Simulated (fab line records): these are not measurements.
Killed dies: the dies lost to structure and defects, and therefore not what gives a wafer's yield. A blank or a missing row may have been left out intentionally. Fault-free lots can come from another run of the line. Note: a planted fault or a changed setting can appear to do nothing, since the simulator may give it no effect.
fab line records	flow sky130
record lots=6	wafers=18	last-day=49
route steps=708 shown NWELL@65 PAD_OPEN@708
lots that met no fault: taken from a fault-free run of the same line
start-h: hours from the record's first day to the start of the lot's first wafer shown	wait-h: hours from the lot's prior step to this one	" unchanged from the row above	L1.1+2: a single row standing in for several wafers	- either no value or no given start	* or withheld: withheld	< > ~ a bound
route shown NAME@n: names a module that has steps shown in the file, with the first one's number in the route	usual: mean and standard deviation over wafers with no fault	same: alike in all rows	chamber/n: place in a boat	sites: readings site by site	_std_site: how widely they spread, as a standard deviation	_edge_site: the outer-site mean with the inner-site mean subtracted	radius-mm: for every site, how far away it sits from the centre of the wafer	mask NAME#n: copy n	behind: tool/chamber where the wafer was last shaped	hold: why the lot was held/for how many hours/how that ended	device: transistor that didn't switch, given as n, p or np	end of line: the same wafers' tests at the end of the route	for a step that has no rows: nothing shown but its recipe	killed: dies lost to structure and defects at the first sort, not the wafer's yield	map: the dies of a wafer, with x for killed, . for not killed, _ for no die there
set.NAME: the run value of the setting; set.NAME@STEP: its run value at that earlier step	model.NAME: the simulator's own value behind a step, which no gauge read
a table for each step, a row for each wafer; lots at some steps of the route
services: when a tool's chamber went out of use (start-h, in hours from the record's first day, below 0 if earlier), for how many hours, and the reason
## steps
# step SKY_NWELL_IMPLANT_12
# recipe species=P	energy-kev=120	dose-cm2=1.3e+12	tilt-deg=withheld
# step SKY_NWELL_IMPLANT_13
# recipe species=P	energy-kev=50	dose-cm2=7e+11	tilt-deg=withheld
# step SKY_NWELL_STRIP_14
# recipe chemistry=O2/N2	power-w=1400	pressure-mtorr=1500	platen-temp-c=withheld	o2-flow-sccm=3000	n2-flow-sccm=300	overash-fraction=0.5
# usual drypump-motor-current-A=5.5/0.47	oes-product-au=0.723/0.0045	strip-time-to-endpoint-s=36.87/0.1
lot.wafer	tool	chamber	start-h	wait-h	drypump-motor-current-A	oes-product-au	rf-hours-counter-h	strip-time-to-endpoint-s
L497.1	plasma-asher-01	1	93.44	0.1	6.2	0.729	42	37.07
L497.3	"	0	"	"	4.8	0.725	-	37.01
L497.4	"	1	"	"	6.2	0.734	-	37.04
L499.1	plasma-asher-02	1	105.29	0.1	5.4	0.726	43	37.00
L499.4	"	0	"	"	5.3	0.720	-	37.02
L499.5	"	1	"	"	5.4	0.727	-	37.04
L504.1	plasma-asher-03	0	131.36	0.1	5.4	0.728	32	36.91
L504.2	"	1	"	"	5.7	0.723	32	36.95
L504.6	"	1	"	"	5.8	0.725	-	36.82
L508.2	plasma-asher-03	1	155.98	0.1	5.7	0.726	34	37.07
L508.5	"	0	"	"	5.4	0.715	-	36.96
L508.6	"	1	"	"	5.8	0.719	-	36.99
L511.3	plasma-asher-03	1	177.61	0.1	5.7	0.721	-	36.76
L511.4	"	0	"	"	5.4	0.721	-	36.75
L511.5	"	0	"	"	5.4	0.722	-	36.75
L512.1	plasma-asher-02	1	181.69	0.1	5.4	0.732	6	36.81
L512.4	"	0	"	"	5.3	0.726	-	36.95
L512.5	"	0	"	"	5.3	0.722	-	36.87
# step SKY_NWELL_TW_MEAS_15
# usual NWELL_TW=1823/7.2
lot.wafer	tool	chamber	start-h	wait-h	NWELL_TW
L497.1	film-metro-02	-	93.54	0.1	1823
L497.3	"	-	"	"	1826
L497.4	"	-	"	"	1833
L499.1	film-metro-01	-	105.39	0.1	1832
L499.4	"	-	"	"	1834
L499.5	"	-	"	"	1829
L504.1	film-metro-01	-	131.46	0.1	1834
L504.2	"	-	"	"	1832
L504.6	"	-	"	"	1834
L508.2	film-metro-01	-	156.09	0.1	1825
L508.5	"	-	"	"	1824
L508.6	"	-	"	"	1823
L511.3	film-metro-02	-	177.70	0.1	1818
L511.4	"	-	"	"	1826
L511.5	"	-	"	"	1827
L512.1	film-metro-03	-	181.79	0.1	1827
L512.4	"	-	"	"	1822
L512.5	"	-	"	"	1817
# step SKY_NWELL_DEHYDRATE_16
# recipe temp-c=200	time-s=60
# step SKY_NWELL_HMDS_17
# recipe prime-time-s=60	prime-temp-c=120
# step SKY_NWELL_COAT_18
# recipe spin-rpm=2000	resist-thk-nm=3000
# step SKY_NWELL_SOFTBAKE_19
# recipe temp-c=110	time-s=withheld
# step SKY_NWELL_EXPOSE_20
# recipe mask-id=NWM_COMPLEMENT	na=0.6	source-shape=conventional	sigma-outer=0.6	polarization=unpolarized	target-cd-nm=840	dose-mj=260
# step SKY_NWELL_PEB_21
# recipe temp-c=115	time-s=withheld
# step SKY_NWELL_DEVELOP_22
# recipe wall-angle-deg=90	developer=TMAH	develop-time-s=60	dev-temp-c=23
# step SKY_NWELL_OVL_MEAS_23
# usual NWELL_01_OVL=0.9/1.6
lot.wafer	tool	chamber	start-h	wait-h	NWELL_01_OVL[nm]
L497.1	overlay-02	-	110.34	-	0.0
L497.3	"	-	"	"	1.3
L497.4	"	-	"	"	-0.3
L499.1	overlay-01	-	123.04	-	0.7
L499.4	"	-	"	"	-0.8
L499.5	"	-	"	"	1.0
L504.1	overlay-01	-	148.82	-	0.5
L504.2	"	-	"	"	0.2
L504.6	"	-	"	"	2.7
L508.2	overlay-02	-	176.08	-	1.7
L508.5	"	-	"	"	0.9
L508.6	"	-	"	"	2.0
L511.3	overlay-01	-	198.43	-	0.5
L511.4	"	-	"	"	-1.4
L511.5	"	-	"	"	0.5
L512.1	overlay-01	-	203.29	-	0.8
L512.4	"	-	"	"	-0.9
L512.5	"	-	"	"	1.5
# step SKY_NWELL_IMPLANT_24
# recipe species=B	energy-kev=140	dose-cm2=9.2e+12	tilt-deg=withheld
# usual beam-on-s=9.97/0.21	faraday-current-uA=52.0/1.1
lot.wafer	tool	chamber	start-h	wait-h	beam-on-s	faraday-current-uA
L497.1	implanter-03	0	110.38	0.0	9.90	52.3
L497.3	"	0	"	"	10.05	51.8
L497.4	"	0	"	"	10.12	50.9
L499.1	implanter-03	0	123.08	0.0	10.11	51.3
L499.4	"	0	"	"	10.08	51.4
L499.5	"	0	"	"	9.90	52.4
L504.1	implanter-02	0	148.86	0.0	8.48	61.5
L504.2	"	0	"	"	8.59	60.5
L504.6	"	0	"	"	8.54	60.8
L508.2	implanter-02	0	176.13	0.0	8.78	59.2
L508.5	"	0	"	"	8.84	58.7
L508.6	"	0	"	"	8.29	62.4
L511.3	implanter-01	0	198.51	0.1	9.85	52.7
L511.4	"	0	"	"	9.86	52.8
L511.5	"	0	"	"	9.58	54.3
L512.1	implanter-01	0	203.33	0.0	9.74	53.1
L512.4	"	0	"	"	10.32	50.2
L512.5	"	0	"	"	9.84	52.7
# step SKY_NWELL_STRIP_25
# recipe chemistry=O2/N2	power-w=1400	pressure-mtorr=1500	platen-temp-c=withheld	o2-flow-sccm=3000	n2-flow-sccm=300	overash-fraction=0.5
# usual drypump-motor-current-A=5.5/0.43	oes-product-au=0.722/0.0044	strip-time-to-endpoint-s=36.88/0.096
lot.wafer	tool	chamber	start-h	wait-h	drypump-motor-current-A	oes-product-au	rf-hours-counter-h	strip-time-to-endpoint-s
L497.1	plasma-asher-03	0	110.53	0.1	5.4	0.721	29	36.94
L497.3	"	1	"	"	5.7	0.721	-	36.92
L497.4	"	0	"	"	5.4	0.720	-	36.96
L499.1	plasma-asher-03	0	123.23	0.1	5.4	0.729	31	36.98
L499.4	"	0	"	"	5.3	0.721	-	36.91
L499.5	"	1	"	"	5.8	0.716	-	36.81
L504.1	plasma-asher-02	0	149.01	0.1	5.3	0.723	3	36.80
L504.2	"	1	"	"	5.4	0.724	3	36.86
L504.6	"	0	"	"	5.3	0.719	-	36.83
L508.2	plasma-asher-02	1	176.26	0.1	5.4	0.715	5	36.86
L508.5	"	1	"	"	5.4	0.729	-	36.90
L508.6	"	0	"	"	5.3	0.722	-	36.88
L511.3	plasma-asher-01	1	198.64	0.1	6.2	0.727	-	36.75
L511.4	"	0	"	"	4.8	0.724	-	36.81
L511.5	"	1	"	"	6.2	0.718	-	36.85
L512.1	plasma-asher-01	0	203.48	0.1	4.8	0.713	52	36.79
L512.4	"	1	"	"	6.2	0.723	-	36.83
L512.5	"	1	"	"	6.2	0.725	-	36.81
# step SKY_NWELL_TW_MEAS_26
# usual NWELL_2_TW=499/3.5
lot.wafer	tool	chamber	start-h	wait-h	NWELL_2_TW
L497.1	film-metro-02	-	110.63	0.1	502
L497.3	"	-	"	"	502
L497.4	"	-	"	"	500
L499.1	film-metro-02	-	123.33	0.1	499
L499.4	"	-	"	"	499
L499.5	"	-	"	"	494
L504.1	film-metro-03	-	149.11	0.1	477
L504.2	"	-	"	"	477
L504.6	"	-	"	"	478
L508.2	film-metro-01	-	176.37	0.1	476
L508.5	"	-	"	"	476
L508.6	"	-	"	"	476
L511.3	film-metro-01	-	198.73	0.1	502
L511.4	"	-	"	"	502
L511.5	"	-	"	"	501
L512.1	film-metro-02	-	203.58	0.1	496
L512.4	"	-	"	"	496
L512.5	"	-	"	"	497
# step SKY_NWELL_CLEAN_27
# recipe chemistry=SC1/SC2	mix=1:4:20	temp-c=70	time-s=150	dry=n2-spin
# step SKY_PAD_OPEN_PROBE_99
# usual killed_at_M0_to_M3=43/7	killed_at_M4_up=3.5/1.9	killed-at-contacts=24/5.3	killed-at-front-end=15/4.4	killed-at-other=0.3/0.69	killed-dies=87/9.7	killed-open=48/7	killed-short=39/6.4
# same gross-dies=492	killed-at-back-side=0
lot.wafer	tool	chamber	start-h	wait-h	killed_at_M0_to_M3	killed_at_M4_up	killed-at-contacts	killed-at-front-end	killed-at-other	killed-dies	killed-open	killed-short	model.etest.pfet_16v.r-on-ohm-um	model.etest.res-iso-pwell.rs-ohm-sq	model.etest.res-pwell-under-gate.rs-ohm-sq	model.etest.res-iso-pwell.line-ohm-um	model.etest.tip_n_5v.rs-ohm-sq	model.etest.pfet_16v.drive-ua-um	model.etest.res-nwell.width-nm	model.etest.field-n.vt-v
L497.1	prober-01	-	1087.96	0.1	46	3	22	16	0	87	50	37	1.529e+04	3128	2252	1164	1391	242.2	846.2	36.29
L497.3	prober-01	-	1088.06	0.2	40	4	24	11	0	79	49	30	1.463e+04	2768	2270	1057	1382	248.4	841.8	34.73
L497.4	prober-01	-	1088.11	0.2	58	5	20	17	0	100	60	40	1.56e+04	3245	2270	1229	1385	242.4	850.1	36.76
L499.1	prober-02	-	1094.07	0.1	37	5	21	18	0	81	47	33	1.539e+04	2958	2276	1121	1379	238	835.1	36.07
L499.4	prober-02	-	1094.22	0.2	44	4	27	27	2	104	58	45	1.514e+04	2685	2279	1019	1384	240.5	833	34.45
L499.5	prober-02	-	1094.27	0.2	42	3	23	26	0	94	54	38	1.566e+04	2948	2290	1126	1385	235.1	844.4	35.93
L504.1	prober-01	-	1124.37	0.1	50	2	30	7	0	89	44	44	1.674e+04	3576	2538	1352	1368	224.1	861.4	33.42
L504.2	prober-01	-	1124.42	0.1	42	3	24	9	1	79	37	42	1.621e+04	3245	2538	1240	1364	228.3	858.9	32.35
L504.6	prober-01	-	1124.62	0.2	37	3	20	12	0	72	35	37	1.67e+04	3594	2532	1388	1377	220.9	861.8	33.58
L508.2	prober-01	-	1154.42	0.1	54	4	25	13	0	96	53	42	1.59e+04	3082	2533	1168	1349	232.5	841.6	32.04
L508.5	prober-01	-	1154.57	0.2	56	4	24	16	0	100	61	38	1.593e+04	3041	2539	1143	1357	234.1	840.7	31.58
L508.6	prober-01	-	1154.62	0.2	55	3	17	14	0	89	52	36	1.631e+04	3342	2507	1237	1369	228.3	843.2	33.3
L511.3	prober-01	-	1164.17	0.2	41	6	29	14	0	90	45	45	1.439e+04	2760	2292	1041	1386	255.7	835.7	34.48
L511.4	prober-01	-	1164.22	0.2	49	9	22	15	0	95	52	42	1.462e+04	2893	2273	1095	1387	250.5	841.6	35.07
L511.5	prober-01	-	1164.27	0.2	46	5	28	14	0	93	57	36	1.522e+04	3219	2290	1194	1385	247.8	848.8	36.41
L512.1	prober-02	-	1168.87	0.1	49	2	23	15	0	89	42	46	1.514e+04	2866	2266	1087	1380	238.7	842.6	35.23
L512.4	prober-02	-	1169.02	0.2	45	3	25	16	1	90	46	43	1.55e+04	3098	2272	1168	1384	239.2	843.1	36.22
L512.5	prober-02	-	1169.07	0.2	49	3	17	14	0	83	37	46	1.569e+04	3147	2278	1191	1386	233.8	841.1	36.31
# killed by level:class
L497.1 VIA1:geometric-particle:open=20 CONTACT:geometric-particle:short=6 CONTACT:geometric-particle:open=6 VIA1:geometric-particle:short=6 FIELD_ISO:geometric-particle:short=5 LI_CONTACT:geometric-particle:open=5 POLY_GATE:geometric-particle:short=5 VIA2:geometric-particle:open=5
L497.3 VIA1:geometric-particle:open=14 CONTACT:geometric-particle:open=10 VIA3:geometric-particle:open=8 LOCAL_INTERCONNECT:geometric-particle:short=5 METAL1:geometric-particle:short=4 FIELD_ISO:geometric-particle:open=3 FIELD_ISO:geometric-particle:short=3 CONTACT:geometric-particle:short=3
L497.4 VIA1:geometric-particle:open=18 CONTACT:geometric-particle:open=10 VIA2:geometric-particle:open=10 VIA1:geometric-particle:short=8 METAL2:geometric-particle:short=8 FIELD_ISO:geometric-particle:open=5 METAL1:geometric-particle:short=5 VIA3:geometric-particle:open=5
L499.1 VIA1:geometric-particle:open=9 LI_CONTACT:geometric-particle:open=7 POLY_GATE:geometric-particle:short=6 VIA1:geometric-particle:short=6 FIELD_ISO:geometric-particle:open=5 CONTACT:geometric-particle:open=5 METAL2:geometric-particle:short=5 VIA2:geometric-particle:open=5
L499.4 VIA1:geometric-particle:open=13 LI_CONTACT:geometric-particle:open=8 VIA3:geometric-particle:open=8 FIELD_ISO:geometric-particle:open=6 POLY_GATE:geometric-particle:short=6 POLY_GATE:geometric-particle:open=6 LOCAL_INTERCONNECT:geometric-particle:short=6 CONTACT:geometric-particle:open=6
L499.5 LI_CONTACT:geometric-particle:open=12 VIA1:geometric-particle:open=11 FIELD_ISO:geometric-particle:short=9 VIA2:geometric-particle:open=9 METAL1:geometric-particle:short=8 FIELD_ISO:geometric-particle:open=7 LOCAL_INTERCONNECT:geometric-particle:short=4 VIA3:geometric-particle:open=4
L504.1 CONTACT:geometric-particle:open=9 LI_CONTACT:geometric-particle:open=8 VIA3:geometric-particle:open=8 METAL3:geometric-particle:short=7 METAL1:geometric-particle:short=7 VIA1:geometric-particle:short=7 VIA2:geometric-particle:open=5 VIA1:geometric-particle:open=5
L504.2 VIA1:geometric-particle:open=10 CONTACT:geometric-particle:open=8 METAL1:geometric-particle:short=6 VIA1:geometric-particle:short=6 FIELD_ISO:geometric-particle:short=5 LI_CONTACT:geometric-particle:short=4 LI_CONTACT:geometric-particle:open=4 LOCAL_INTERCONNECT:geometric-particle:short=4
L504.6 CONTACT:geometric-particle:open=9 VIA1:geometric-particle:open=8 METAL1:geometric-particle:short=7 CONTACT:geometric-particle:short=5 POLY_GATE:geometric-particle:open=4 VIA3:geometric-particle:short=4 VIA3:geometric-particle:open=4 FIELD_ISO:geometric-particle:short=3
L508.2 VIA2:geometric-particle:open=11 VIA1:geometric-particle:open=11 CONTACT:geometric-particle:short=7 VIA1:geometric-particle:short=7 LI_CONTACT:geometric-particle:open=6 LOCAL_INTERCONNECT:geometric-particle:short=5 CONTACT:geometric-particle:open=5 METAL1:geometric-particle:short=5
L508.5 VIA1:geometric-particle:open=12 VIA3:geometric-particle:open=12 CONTACT:geometric-particle:open=11 METAL1:geometric-particle:short=7 METAL2:geometric-particle:short=6 VIA1:geometric-particle:short=6 VIA2:geometric-particle:open=6 FIELD_ISO:geometric-particle:open=4
L508.6 VIA1:geometric-particle:open=16 CONTACT:geometric-particle:open=9 VIA3:geometric-particle:open=7 VIA2:geometric-particle:open=6 VIA3:geometric-particle:short=6 METAL2:geometric-particle:short=4 METAL3:geometric-particle:short=4 FIELD_ISO:geometric-particle:open=3
L511.3 CONTACT:geometric-particle:open=12 METAL1:geometric-particle:short=7 LI_CONTACT:geometric-particle:short=6 VIA1:geometric-particle:open=6 VIA2:geometric-particle:open=6 POLY_GATE:geometric-particle:open=5 CONTACT:geometric-particle:short=5 METAL2:geometric-particle:short=4
L511.4 CONTACT:geometric-particle:open=13 VIA2:geometric-particle:open=9 METAL2:geometric-particle:short=8 VIA1:geometric-particle:open=8 METAL1:geometric-particle:short=6 POLY_GATE:geometric-particle:short=5 VIA3:geometric-particle:open=5 METAL4:geometric-particle:short=5
L511.5 VIA1:geometric-particle:open=12 CONTACT:geometric-particle:open=11 LI_CONTACT:geometric-particle:open=8 VIA2:geometric-particle:open=7 FIELD_ISO:geometric-particle:open=6 CONTACT:geometric-particle:short=5 METAL1:geometric-particle:short=5 METAL2:geometric-particle:short=5
L512.1 VIA1:geometric-particle:open=11 METAL2:geometric-particle:short=8 CONTACT:geometric-particle:open=8 LOCAL_INTERCONNECT:geometric-particle:short=7 VIA2:geometric-particle:open=7 POLY_GATE:geometric-particle:short=6 VIA1:geometric-particle:short=5 VIA3:geometric-particle:short=5
L512.4 CONTACT:geometric-particle:open=13 VIA3:geometric-particle:open=9 VIA1:geometric-particle:open=9 METAL1:geometric-particle:short=9 CONTACT:geometric-particle:short=6 FIELD_ISO:geometric-particle:short=5 METAL2:geometric-particle:short=5 FIELD_ISO:geometric-particle:open=4
L512.5 VIA1:geometric-particle:open=10 VIA1:geometric-particle:short=9 CONTACT:geometric-particle:open=6 METAL2:geometric-particle:short=6 VIA3:geometric-particle:open=5 FIELD_ISO:geometric-particle:open=4 POLY_GATE:geometric-particle:short=4 CONTACT:geometric-particle:short=4
## services
tool	chamber	start-h	hours	kind
implanter-01	-	77.77	0.7	repair
plasma-asher-03	-	80.11	11.8	repair
implanter-01	-	86.72	2.5	repair
implanter-02	-	94.03	2.4	repair
implanter-02	-	94.64	1.7	repair
plasma-asher-02	-	108.78	9.0	pm
plasma-asher-02	0	108.78	9.0	vent-cycle
plasma-asher-02	1	108.78	9.0	vent-cycle
plasma-asher-02	0	117.78	-	clean
plasma-asher-02	1	117.78	-	clean
plasma-asher-03	-	147.20	1.1	repair
implanter-03	-	149.07	8.1	repair
plasma-asher-01	-	152.22	0.9	repair
plasma-asher-01	-	160.19	0.6	repair
implanter-01	-	162.85	2.2	repair
implanter-02	-	167.20	1.6	repair
implanter-03	-	177.13	4.0	repair
## key
first-sign step=SKY_NWELL_IMPLANT_24	reading=faraday-current-uA	direction=up	sigmas=7.8	usual=52.0	struck=60.5
effect step=SKY_NWELL_IMPLANT_24	reading=beam-on-s	direction=down	sigmas=6.7	usual=9.97	struck=8.59
effect step=SKY_NWELL_TW_MEAS_26	reading=NWELL_2_TW	direction=down	sigmas=6.3	usual=499	struck=477
model-effect step=SKY_PAD_OPEN_PROBE_99	value=etest.pfet_16v.r-on-ohm-um	without=1.512e+04	struck=1.63e+04
met-at SKY_NWELL_IMPLANT_24
struck-wafers L504.1,L504.2,L504.6,L508.2,L508.5,L508.6
tester-left-out L504,L508
fault kind=process-parameter-drift	tool=implanter-02	chamber=-	onset-h=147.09	steps=SKY_NWELL_IMPLANT_24	channel=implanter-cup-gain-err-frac	offset=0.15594	shape=step	end-h=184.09
# tester-left-out: of these lots the tester's yield and bins aren't shown, on N5 and GAA mostly nor the transistor test; their killed dies are dies lost to structure and defects alone, not to doping, threshold or leakage, so they don't give the yield
